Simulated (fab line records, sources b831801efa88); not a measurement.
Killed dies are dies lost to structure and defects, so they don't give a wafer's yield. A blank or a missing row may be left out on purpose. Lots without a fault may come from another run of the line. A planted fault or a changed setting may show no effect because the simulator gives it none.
Which tool did it? | flow sky130 | 24 lots, 72 wafers sampled, at 2 steps of a route of 708

WHAT THE GAUGES READ, wafer by wafer
SKY_VT_ADJUST_LVTN_OVL_MEAS_07. Usual: VT_ADJUST_LVTN_OVL -1.5 nm, standard deviation 1.4.
lot  | measured     | on         | VT_ADJUST_LVTN_OVL (nm) | flag
L074 | day 6 17:40  | overlay-01 | -1.7 0.4 -1.2           |
L075 | day 6 18:58  | overlay-02 | -0.8 -0.9 -0.6          |
L076 | day 7 09:43  | overlay-01 | -0.9 -1.7 -1.9          |
L077 | day 8 01:39  | overlay-01 | -0.4 -2.7 -1.2          |
L078 | day 8 06:18  | overlay-01 | -1.5 -1.4 -1.1          |
L080 | day 8 14:17  | overlay-01 | -2.1 -1.2 -0.1          |
L079 | day 8 16:08  | overlay-02 | -1.0 0.7 1.6            |
L081 | day 8 20:26  | overlay-01 | -1.2 -0.1 -0.9          |
L082 | day 9 04:16  | overlay-01 | -2.8 -2.7 -1.6          |
L083 | day 9 07:49  | overlay-02 | -3.4 -4.7 -2.2          |
L084 | day 9 16:04  | overlay-02 | -0.1 0.6 -0.6           |
L085 | day 9 21:35  | overlay-01 | -4.2 -5.1 -3.8          |
L086 | day 10 03:58 | overlay-02 | -1.6 -3.3 -4.8          |
L087 | day 10 08:44 | overlay-01 | -1.6 -1.9 -1.2          |
L088 | day 10 14:04 | overlay-01 | 0.6 -3.4 -2.9           |
L089 | day 10 18:04 | overlay-01 | 2.2 -1.7 0.0            |
L090 | day 11 03:04 | overlay-02 | -0.5 -2.0 -1.1          |
L091 | day 11 06:31 | overlay-01 | -0.2 -1.0 -0.8          |
L092 | day 11 13:35 | overlay-01 | -2.5 1.9 -0.6           |
L093 | day 12 05:04 | overlay-01 | -2.1 -2.1 -3.4          |
L095 | day 12 22:32 | overlay-01 | -2.5 -0.5 -1.7          |
L094 | day 12 23:54 | overlay-02 | -1.4 -1.6 -0.9          |
L096 | day 13 00:58 | overlay-02 | -1.6 -2.6 -1.6          |
L097 | day 13 06:50 | overlay-02 | -1.8 1.0 -1.6           |

SKY_POLY_CUT_OVL_MEAS_09. Usual: POLY_CUT_OVL -1 nm, standard deviation 5.3.
lot  | measured     | on         | POLY_CUT_OVL (nm) | flag
L074 | day 23 21:14 | overlay-02 | -2 -1 3           |
L075 | day 23 19:59 | overlay-01 | 1 5 5             |
L076 | day 24 17:04 | overlay-01 | -2 1 -2           |
L077 | day 25 13:14 | overlay-02 | 15 11 8           |
L078 | day 25 21:34 | overlay-01 | -8 -5 -3          |
L080 | day 26 10:08 | overlay-02 | 10 -6 3           |
L079 | day 26 11:44 | overlay-01 | 3 -7 6            |
L081 | day 26 18:59 | overlay-02 | -10 -5 -10        |
L082 | day 26 22:46 | overlay-01 | 1 2 4             |
L083 | day 27 10:40 | overlay-01 | 1 -1 0            |
L084 | day 28 01:05 | overlay-02 | -1 0 1            |
L085 | day 28 02:14 | overlay-02 | 4 -4 -2           |
L086 | day 28 13:16 | overlay-01 | 0 2 5             |
L087 | day 28 21:29 | overlay-01 | -7 -7 -7          |
L088 | day 29 02:53 | overlay-02 | -3 -4 -9          |
L089 | day 29 05:47 | overlay-01 | -3 -8 2           |
L090 | day 29 16:29 | overlay-02 | -8 -6 2           |
L091 | day 29 21:53 | overlay-01 | 5 4 1             |
L092 | day 30 12:38 | overlay-01 | 3 -5 0            |
L093 | day 31 10:20 | overlay-02 | -5 -1 4           |
L095 | day 31 20:11 | overlay-02 | 1 -1 -2           |
L094 | day 31 23:07 | overlay-01 | -2 -5 1           |
L096 | day 31 20:31 | overlay-01 | 1 11 0            |
L097 | day 32 03:26 | overlay-02 | 1 0 -1            |

WHICH TOOL RAN EACH LOT (tool, then ch and the chambers of the sampled wafers, then the start)
The record holds no process step before these readings.

WHAT THE TOOLS THEMSELVES READ (means of the sampled wafers that have a number; where no wafer has one, the mark that the record gives instead)
The record holds no such reading with a usual standard deviation.

THE ANSWER, worked out from the rows above alone
Rule: a lot is off if the mean of its wafers that have a number lies more than 3 standard deviations from the usual mean. A lot without any number at a reading at which 4 lots or more have one is off too. The other lots that the step has rows for count as sound. The gauges are gone through in route order, then the tools' own readings, and for those a lot's mean is taken as printed above. The first step at which some lot is off is used, and at that step the reading that is off furthest; a lot without a number counts as furthest.
No lot is off at any reading shown: from this, nothing can be told.

WHAT THE SIMULATOR HAD PUT IN
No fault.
